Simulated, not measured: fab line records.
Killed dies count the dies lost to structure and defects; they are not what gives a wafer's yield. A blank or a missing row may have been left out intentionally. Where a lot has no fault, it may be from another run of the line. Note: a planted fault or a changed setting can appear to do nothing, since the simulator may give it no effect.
Which of the tools did it? | flow sky130 | 12 lots with 36 wafers sampled at 6 steps, on a route of 708 steps

== WHAT THE GAUGES READ, wafer by wafer ==
SKY_DNWELL_TW_MEAS_09. Usual: DNWELL_TW typically reads 1107, with standard deviation 13.
lot  | measured    | on            | DNWELL_TW      | flag
L352 | day 3 06:12 | film metro-01 | 1120 1123 1122 |
L353 | day 3 10:10 | film metro-01 | 1122 1126 1124 |
L357 | day 4 08:48 | film metro-03 | 1087 1089 1087 |
L359 | day 4 19:25 | film metro-02 | 1107 1104 1110 |
L363 | day 5 15:55 | film metro-02 | 1103 1099 1098 |
L362 | day 5 16:53 | film metro-02 | 1103 1095 1098 |
L365 | day 6 06:32 | film metro-01 | 1115 1123 1113 |
L366 | day 6 11:15 | film metro-03 | 1095 1090 1089 |
L372 | day 7 17:32 | film metro-03 | 1101 1101 1099 |
L373 | day 7 22:47 | film metro-01 | 1123 1125 1123 |
L374 | day 8 06:12 | film metro-03 | 1100 1099 1099 |
L375 | day 8 11:24 | film metro-03 | 1106 1113 1106 |

SKY_PWDE_OVL_MEAS_07. Usual: PWDE_OVL typically reads 0.0 nm, with standard deviation 1.2.
lot  | measured    | on         | PWDE_OVL (nm)  | flag
L352 | day 3 22:20 | overlay-01 | -0.9 -1.4 -0.5 |
L353 | day 4 02:19 | overlay-01 | -0.7 -1.6 -1.5 |
L357 | day 5 00:35 | overlay-02 | 0.1 0.9 0.6    |
L359 | day 5 12:38 | overlay-01 | 1.5 2.3 0.9    |
L363 | day 6 10:20 | overlay-01 | 0.8 1.1 2.3    |
L362 | day 6 10:38 | overlay-01 | -0.8 -1.0 1.0  |
L365 | day 7 01:04 | overlay-02 | 1.0 0.2 1.3    |
L366 | day 7 06:35 | overlay-01 | 0.9 -0.4 0.7   |
L372 | day 8 13:50 | overlay-02 | 0.2 -2.0 0.7   |
L373 | day 8 19:14 | overlay-02 | -0.9 0.4 0.3   |
L374 | day 9 03:01 | overlay-01 | 0.4 -0.1 2.3   |
L375 | day 9 08:35 | overlay-01 | -0.3 0.2 0.7   |

SKY_VT_ADJUST_HVTP_TW_MEAS_11. Usual: VT_ADJUST_HVTP_TW typically reads 1345, with standard deviation 11.
lot  | measured     | on            | VT_ADJUST_HVTP_TW | flag
L352 | day 6 02:49  | film metro-04 | 1359 1358 1364    |
L353 | day 6 08:33  | film metro-03 | 1329 1329 1331    |
L357 | day 7 09:31  | film metro-04 | 1351 1358 1355    |
L359 | day 7 23:43  | film metro-03 | 1331 1328 1340    |
L363 | day 9 00:46  | film metro-03 | 1339 1341 1344    |
L362 | day 9 01:37  | film metro-04 | 1351 1349 1349    |
L365 | day 9 16:23  | film metro-04 | 30 30 30 30 30 30 | OFF
L366 | day 9 23:01  | film metro-03 | 30 30 30 30 30 30 | OFF
L372 | day 11 08:50 | film metro-03 | 1330 1330 1323    |
L373 | day 11 14:13 | film metro-04 | 1350 1350 1343    |
L374 | day 11 23:53 | film metro-03 | 1340 1336 1348    |
L375 | day 12 05:31 | film metro-04 | 1347 1352 1351    |

SKY_VT_ADJUST_LVTN_OVL_MEAS_07. Usual: VT_ADJUST_LVTN_OVL typically reads 0.0 nm, with standard deviation 1.2.
lot  | measured     | on         | VT_ADJUST_LVTN_OVL (nm) | flag
L352 | day 6 22:12  | overlay-01 | -1.1 -0.3 0.5           |
L353 | day 7 03:40  | overlay-01 | -0.3 0.1 0.5            |
L357 | day 8 05:02  | overlay-01 | 0.1 0.0 0.1             |
L359 | day 8 20:00  | overlay-02 | -1.1 -1.3 -1.8          |
L363 | day 9 21:56  | overlay-01 | 1.5 2.3 2.0             |
L362 | day 9 22:52  | overlay-02 | -2.9 -1.8 -1.4          |
L372 | day 12 09:11 | overlay-01 | 0.7 1.0 -0.3            |
L373 | day 12 14:21 | overlay-02 | -1.7 -1.9 -0.7          |
L374 | day 13 00:05 | overlay-02 | -0.9 1.4 0.5            |
L375 | day 13 05:53 | overlay-01 | 0.1 -0.6 1.5            |

== WHICH TOOL RAN EACH LOT (tool, then ch and the chambers of the sampled wafers, then the start) ==
lot  | SKY_NWELL_STRIP_25                   | SKY_VT_ADJUST_HVTP_STRIP_10
L352 | plasma asher-03 ch 0,1, day 5 08:35  | plasma asher-03 ch 0,1, day 6 02:43
L353 | plasma asher-04 ch 0,1, day 5 12:49  | plasma asher-03 ch 0,1, day 6 08:27
L357 | plasma asher-01 ch 0,1, day 6 13:33  | plasma asher-01 ch 0,1, day 7 09:25
L359 | plasma asher-01 ch 0,1, day 7 03:03  | plasma asher-03 ch 0,1, day 7 23:37
L363 | plasma asher-03 ch 0,1, day 8 03:00  | plasma asher-03 ch 0,1, day 9 00:39
L362 | plasma asher-03 ch 0,1, day 8 03:42  | plasma asher-02 ch 0, day 9 01:31
L365 | plasma asher-04 ch 0,1, day 8 17:58  | plasma asher-03 ch 0,1, day 9 16:17
L366 | plasma asher-04 ch 0,1, day 9 00:46  | plasma asher-01 ch 0,1, day 9 22:55
L372 | plasma asher-01 ch 0,1, day 10 09:16 | plasma asher-02 ch 0,1, day 11 08:44
L373 | plasma asher-04 ch 0,1, day 10 14:23 | plasma asher-02 ch 0,1, day 11 14:07
L374 | plasma asher-04 ch 0,1, day 10 23:31 | plasma asher-01 ch 0,1, day 11 23:47
L375 | plasma asher-03 ch 0,1, day 11 04:46 | plasma asher-02 ch 0,1, day 12 05:25
- SKY_NWELL_STRIP_25: strips in O2/N2.
- SKY_VT_ADJUST_HVTP_STRIP_10: strips in O2/N2.

== AS READ BY THE TOOLS THEMSELVES (means over the sampled wafers that have a number; for cases with no such wafer, the mark the record gives instead) ==
SKY_NWELL_STRIP_25. Usual: chamber pressure mTorr 1499.9 mTorr, standard deviation 2; drypump motor current A 5.8 A, standard deviation 0.57; oes product au 0.723 a.u., standard deviation 0.0047; strip time to endpoint s 36.94 s, standard deviation 0.11.
lot  | tool            | chamber pressure mTorr (mTorr) | drypump motor current A (A) | oes product au (a.u.) | strip time to endpoint s (s) | flag
L352 | plasma asher-03 | 1498.6                         | 5.7                         | 0.729                 | 36.86                        |
L353 | plasma asher-04 | 1499.6                         | 6.3                         | 0.721                 | 36.68                        |
L357 | plasma asher-01 | 1499.9                         | 5.7                         | 0.723                 | 36.91                        |
L359 | plasma asher-01 | 1499.5                         | 5.7                         | 0.722                 | 36.89                        |
L363 | plasma asher-03 | 1498.9                         | 5.6                         | 0.724                 | 36.85                        |
L362 | plasma asher-03 | 1498.7                         | 5.7                         | 0.724                 | 36.96                        |
L365 | plasma asher-04 | -                              | -                           | -                     | -                            | OFF
L366 | plasma asher-04 | -                              | -                           | -                     | -                            | OFF
L372 | plasma asher-01 | 1499.4                         | 5.7                         | 0.722                 | 37.11                        |
L373 | plasma asher-04 | 1504.4                         | 6.4                         | 0.726                 | 37.07                        |
L374 | plasma asher-04 | 1500.5                         | 6.4                         | 0.725                 | 36.99                        |
L375 | plasma asher-03 | 1499.9                         | 5.7                         | 0.725                 | 36.95                        |

SKY_VT_ADJUST_HVTP_STRIP_10. Usual: chamber pressure mTorr 1500.1 mTorr, standard deviation 1.4; drypump motor current A 5.6 A, standard deviation 0.32; oes product au 0.715 a.u., standard deviation 0.0047; strip time to endpoint s 14.16 s, standard deviation 0.042.
lot  | tool            | chamber pressure mTorr (mTorr) | drypump motor current A (A) | oes product au (a.u.) | strip time to endpoint s (s) | flag
L352 | plasma asher-03 | 1500.3                         | 5.5                         | 0.720                 | 14.19                        |
L353 | plasma asher-03 | 1498.9                         | 5.5                         | 0.714                 | 14.17                        |
L357 | plasma asher-01 | 1500.7                         | 5.3                         | 0.711                 | 14.14                        |
L359 | plasma asher-03 | 1500.0                         | 5.7                         | 0.717                 | 14.15                        |
L363 | plasma asher-03 | 1498.7                         | 5.6                         | 0.715                 | 14.16                        |
L362 | plasma asher-02 | 1499.8                         | 5.6                         | 0.716                 | 14.13                        |
L365 | plasma asher-03 | 1500.1                         | 5.7                         | 0.731                 | 58.79                        | OFF
L366 | plasma asher-01 | 1498.8                         | 5.7                         | 0.729                 | 58.58                        | OFF
L372 | plasma asher-02 | 1500.2                         | 5.7                         | 0.716                 | 14.16                        |
L373 | plasma asher-02 | 1499.6                         | 5.7                         | 0.714                 | 14.13                        |
L374 | plasma asher-01 | 1501.3                         | 5.3                         | 0.713                 | 14.26                        |
L375 | plasma asher-02 | 1500.4                         | 5.7                         | 0.710                 | 14.12                        |

== THE ANSWER, worked out from the rows above alone ==
Rule: take the mean of a lot's wafers that have a number; if it is more than 3 standard deviations from the usual mean, the lot is off. Also off: a lot with no number at a reading for which 4 or more lots have one. The other lots that the step has rows for count as sound. Order of review: gauges by route order, followed by the tools' own readings, for which a lot's mean as printed above is used. At the first step where some lot is off, the reading lying furthest off is the one used; lots without a number count as furthest.
Off: at SKY_VT_ADJUST_HVTP_TW_MEAS_11 (VT_ADJUST_HVTP_TW), L365, L366.
If a tool, at a process step before that reading, ran all the lots that are off and no sound lot after the first of them, it fits. Not tried: the gauges at SKY_VT_ADJUST_HVTP_TW_MEAS_11; whatever is off there is also off at SKY_NWELL_STRIP_25, on other tools, and gauge error can't account for it. None of those tried fits.

== WHAT THE SIMULATOR HAD INSERTED ==
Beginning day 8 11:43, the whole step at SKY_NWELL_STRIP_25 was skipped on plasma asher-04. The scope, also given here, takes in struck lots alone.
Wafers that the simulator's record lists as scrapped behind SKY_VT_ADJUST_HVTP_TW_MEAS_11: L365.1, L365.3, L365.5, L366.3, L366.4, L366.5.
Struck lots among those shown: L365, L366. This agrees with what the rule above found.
